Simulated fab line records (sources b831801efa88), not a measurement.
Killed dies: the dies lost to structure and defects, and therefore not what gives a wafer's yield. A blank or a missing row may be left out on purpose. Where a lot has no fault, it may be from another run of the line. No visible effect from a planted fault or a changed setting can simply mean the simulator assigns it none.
Struck lot and sound lot, side by side || flow sky130 || 37 out of 708 route steps
Sound: these wafers, L360.1, L360.5, L360.6. Wafers L364.3, L364.5, L364.6 were the ones struck. The cause is named last.
Per side, at each step with rows, come the tool, then ch with its chambers, and then its first start. Under that, the readings that differ: sound wafers || struck wafers || difference of the means || sigmas: that difference in standard deviations of wafers without a fault.
alike: readings whose means differ by less than 2 such deviations, and words and numbers that are the same on both sides. not compared: withheld readings, readings that some wafer has no value for, bounds like >300 that may hide the same value, and numbers for which the record gives no deviation and whose values overlap.
Wherever a step has rows on one side only, a row that says differs or no value, or a row with sigmas, the two part there. Numbers that don't overlap but have no deviation are shown without sigmas and don't part them. A reading that every wafer of one side lacks parts them only if that side has two wafers or more.

first, 10 steps without rows for these wafers: SKY_LDD_LDN_SOFTBAKE_03 (time 60 s); SKY_LDD_LDN_EXPOSE_04 (exposes mask LDNTM, target cd 700 nm); SKY_LDD_LDN_PEB_05; SKY_LDD_LDN_DEVELOP_06 (develop time 60 s); SKY_LDD_LDN_IMPLANT_08; SKY_LDD_LDN_IMPLANT_09; SKY_LDD_LDN_IMPLANT_10; SKY_LDD_LDN_IMPLANT_11; SKY_LDD_LDN_STRIP_12 (strips in O2/N2); SKY_LDD_LDN_CLEAN_14 (cleans in SC1/SC2, time 150 s).
SKY_SPACER_CVD_00: deposits Si3N4 from DCS/NH3, target thk 43.1 nm, time 740 s.
  sound on lpcvd-02 ch 1, day 25 12:04; struck on lpcvd-02 ch 1, day 26 22:28
{"reading": "spikeTcCentreC (C)", "sound": "770.1 770.7 768.2", "struck": "765.8 765.5 766.8", "difference": -3.6, "sigmas": -4}
{"reading": "spikeTcLowerC (C)", "sound": "770.8 769.6 770.9", "struck": "766.9 764.1 765.7", "difference": -4.9, "sigmas": -4}
{"reading": "spikeTcUpperC (C)", "sound": "769.4 772.0 768.5", "struck": "766.9 765.0 767.4", "difference": -3.5, "sigmas": -3}
{"reading": "susceptorTempC (C)", "sound": "770.1 770.1 770.0", "struck": "766.0 766.1 765.9", "difference": -4.1, "sigmas": -14}
{"reading": "model.Si3N4_of_SPACER_CVD_00.thkNm (nm)", "sound": "43.24 42.93 43", "struck": "39.92 40.17 39.85", "difference": -3.08, "sigmas": ""}
  alike: zonePowerLowerPct
SKY_SPACER_THK_MEAS_01:
  sound on filmMetro-01, day 25 13:16; struck on filmMetro-03, day 26 23:42
{"reading": "SPACER_CVD_00_THK (nm)", "sound": "43.2 42.9 43.0", "struck": "39.9 40.2 39.9", "difference": -3.0, "sigmas": -9}
SKY_SPACER_ETCHBACK_02: etches Si3N4 in CH3F/O2, stops on SiO2, time 46.7 s, target depth 45 nm.
  sound on rieDiel-02 ch 0,1,3, day 25 13:20; struck on rieDiel-01 ch 0,1, day 26 23:44
{"reading": "oesProductAu (a.u.)", "sound": "0.855 0.854 0.849", "struck": "0.811 0.829 0.815", "difference": -0.034, "sigmas": -5}
{"reading": "model.etch.depthNm (nm)", "sound": "43.24 42.93 43", "struck": "39.92 40.17 39.85", "difference": -3.08, "sigmas": ""}
  alike: drypumpMotorCurrentA, throttleValvePct
  not compared: rfHoursCounterH
then, 22 steps without rows for these wafers: SKY_POLY_CUT_DEHYDRATE_00 (time 60 s); SKY_POLY_CUT_HMDS_01 (prime time 60 s); SKY_POLY_CUT_COAT_02 (resist thk 60 nm); SKY_POLY_CUT_COAT_03 (resist thk 450 nm); SKY_POLY_CUT_SOFTBAKE_04 (time 90 s); SKY_POLY_CUT_EXPOSE_05 (exposes mask NPCM, target cd 270 nm); SKY_POLY_CUT_PEB_06; SKY_POLY_CUT_DEVELOP_07 (develop time 60 s); SKY_POLY_CUT_ETCH_10 (etches BARC in N2/H2, stops on SiO2, time 45.9 s, target depth 60 nm); SKY_POLY_CUT_ETCH_11 (etches Si3N4 in CF4/CH2F2/Ar, stops on poly-Si, time 42.5 s, target depth 60 nm); SKY_POLY_CUT_STRIP_12 (strips in O2/N2); SKY_SD_P_DEHYDRATE_00 (time 60 s); SKY_SD_P_HMDS_01 (prime time 60 s); SKY_SD_P_COAT_02 (resist thk 1140 nm); SKY_SD_P_SOFTBAKE_03 (time 60 s); SKY_SD_P_EXPOSE_04 (exposes mask PSDM, target cd 380 nm); SKY_SD_P_PEB_05; SKY_SD_P_DEVELOP_06 (develop time 60 s); SKY_SD_P_IMPLANT_09; SKY_SD_P_STRIP_10 (strips in O2/N2); SKY_RES_XHIGH_DEHYDRATE_00 (time 60 s); SKY_RES_XHIGH_HMDS_01 (prime time 60 s).
-- the record jumps here: 5 days lie between the struck wafers' starts before and after (it left off in module RES_XHIGH and takes up again in module SALICIDE, whose first step shown is number 361 of the route) --
SKY_SALICIDE_CLEAN_00: cleans in HF-last, time 29.05 s.
  sound on wetBench-04 ch 2, day 30 09:15; struck on wetBench-02 ch 3, day 31 17:56
{"reading": "model.Si3N4_of_SPACER_CVD_00.thkNm (nm)", "sound": "42.27 41.96 42.04", "struck": "38.97 39.21 38.9", "difference": -3.06, "sigmas": ""}
-- the record jumps here: 17 days lie between the struck wafers' starts before and after (it left off in module SALICIDE and takes up again in module PAD_OPEN, whose first step shown is number 708 of the route) --
SKY_PAD_OPEN_PROBE_99:
  sound on prober-01, day 47 15:55; struck on prober-02, day 48 13:58
{"reading": "model.etest.pfet_01v8.rOnOhmUm", "sound": "2912 2871 2905", "struck": "2797 2808 2774", "difference": -103, "sigmas": ""}
{"reading": "model.etest.sonosUncharged.rOnOhmUm", "sound": "806.9 791.3 808.2", "struck": "786.4 783.6 778", "difference": -19.5, "sigmas": ""}
{"reading": "model.etest.pfet_01v8.driveUaUm", "sound": "192.3 195.8 190.8", "struck": "200.6 198.6 203.4", "difference": "+7.9", "sigmas": ""}
{"reading": "model.etest.pfet_01v8_hvt.driveUaUm", "sound": "143.1 144.9 142.6", "struck": "149.4 148.6 150.3", "difference": "+5.9", "sigmas": ""}
{"reading": "model.etest.pfet_01v8_hvt.offLog10AUm", "sound": "-13.15 -13.09 -13.11", "struck": "-12.81 -13.01 -12.74", "difference": "+0.26", "sigmas": ""}
  alike: killed_at_M0_to_M3, killed_at_M4_up, killedAtContacts, killedAtFrontEnd, killedAtOther, killedDies, killedOpen, killedShort

WHERE THEY PART
Earliest at SKY_SPACER_CVD_00; latest, in this record, at SKY_SPACER_ETCHBACK_02. Later steps at which nothing parts them and some readings are alike: SKY_PAD_OPEN_PROBE_99.

WHY: what had been put in by the simulator
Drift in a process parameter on lpcvd-02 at SKY_SPACER_CVD_00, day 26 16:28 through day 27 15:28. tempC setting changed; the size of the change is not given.
